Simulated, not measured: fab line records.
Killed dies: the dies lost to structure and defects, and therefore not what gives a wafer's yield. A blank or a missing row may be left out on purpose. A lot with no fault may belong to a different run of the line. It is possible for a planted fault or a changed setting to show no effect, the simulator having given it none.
Comparing a struck lot with a sound one || flow gf180mcu || 15 out of 602 route steps
Sound: the wafers L166.2, L166.4, L166.6. Struck: wafer L170.2 (left out: L170.1, L170.3 of the same lot, which were not struck); the cause appears at the end.
Order at every step that has rows: each side's tool, ch and its chambers, its first start. Under that, the readings that differ: sound wafers || struck wafers || difference of the means || sigmas: that difference in standard deviations of wafers without a fault.
alike: readings with means less than 2 such deviations apart, plus words and numbers identical on both sides. not compared: withheld readings, readings lacking a value on some wafer, bounds such as >300 that could conceal the same value, and numbers that have no deviation in the record and whose values overlap.
The two part at a step that has a row with sigmas, a row that says differs or no value, or rows on one side only. Non-overlapping numbers with no deviation appear without sigmas and do not part them. Lack of a reading on every wafer of one side parts them only where that side has two or more wafers.

first, 1 step without rows for these wafers: GF_VT_IMPLANT_IMPLANT_19.
GF_VT_IMPLANT_STRIP_20: strips in O2/N2.
  sound on plasma_asher-02 ch 0,1, day 8 04:41; struck on plasma_asher-03 ch 0, day 9 03:44
  alike: drypump_motor_current_A, heater_power_w, o2_flow_sccm, oes_product_au, strip_time_to_endpoint_s
  not compared: rf_hours_counter_h
GF_VT_IMPLANT_TW_MEAS_21:
  sound on film_metro-02, day 8 04:48; struck on film_metro-04, day 9 03:50
  alike: VT_IMPLANT_2_TW
then, 7 steps without rows for these wafers: GF_VT_IMPLANT_DEHYDRATE_22 (time 60 s); GF_VT_IMPLANT_HMDS_23 (prime time 60 s); GF_VT_IMPLANT_COAT_24 (resist thk 1000 nm); GF_VT_IMPLANT_SOFTBAKE_25 (time 60 s); GF_VT_IMPLANT_EXPOSE_26 (exposes mask LVPWELL HV AREA, target cd 860 nm); GF_VT_IMPLANT_PEB_27; GF_VT_IMPLANT_DEVELOP_28 (develop time 60 s).
GF_VT_IMPLANT_OVL_MEAS_29:
  sound on overlay-02, day 8 21:49; struck on overlay-02, day 9 21:43
  alike: VT_IMPLANT_02_OVL
then, 1 step without rows for these wafers: GF_VT_IMPLANT_IMPLANT_30.
GF_VT_IMPLANT_STRIP_31: strips in O2/N2.
  sound on plasma_asher-02 ch 0,1, day 8 21:59; struck on plasma_asher-03 ch 1, day 9 21:53
{"reading": "o2_flow_sccm (sccm)", "sound": "2997 3015 2995", "struck": 3618, "difference": "+616", "sigmas": "+70"}
{"reading": "strip_time_to_endpoint_s (s)", "sound": "12.68 12.65 12.68", "struck": 12.59, "difference": -0.08, "sigmas": -2}
  alike: drypump_motor_current_A, heater_power_w, oes_product_au
  not compared: rf_hours_counter_h
GF_VT_IMPLANT_TW_MEAS_32:
  sound on film_metro-03, day 8 22:06; struck on film_metro-02, day 9 21:59
  alike: VT_IMPLANT_3_TW
then, 1 step without rows for these wafers: GF_PASSIVATION_PROBE_99.

## WHERE THEY PART
Only at GF_VT_IMPLANT_STRIP_31, within this record. Later steps at which nothing parts them and some readings are alike: GF_VT_IMPLANT_TW_MEAS_32.

WHY: whatever the simulator had introduced
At GF_VT_IMPLANT_STRIP_31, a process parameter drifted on plasma_asher-03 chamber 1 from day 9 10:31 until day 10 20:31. From 3000, the setting o2_flow_sccm moved by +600. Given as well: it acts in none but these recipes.
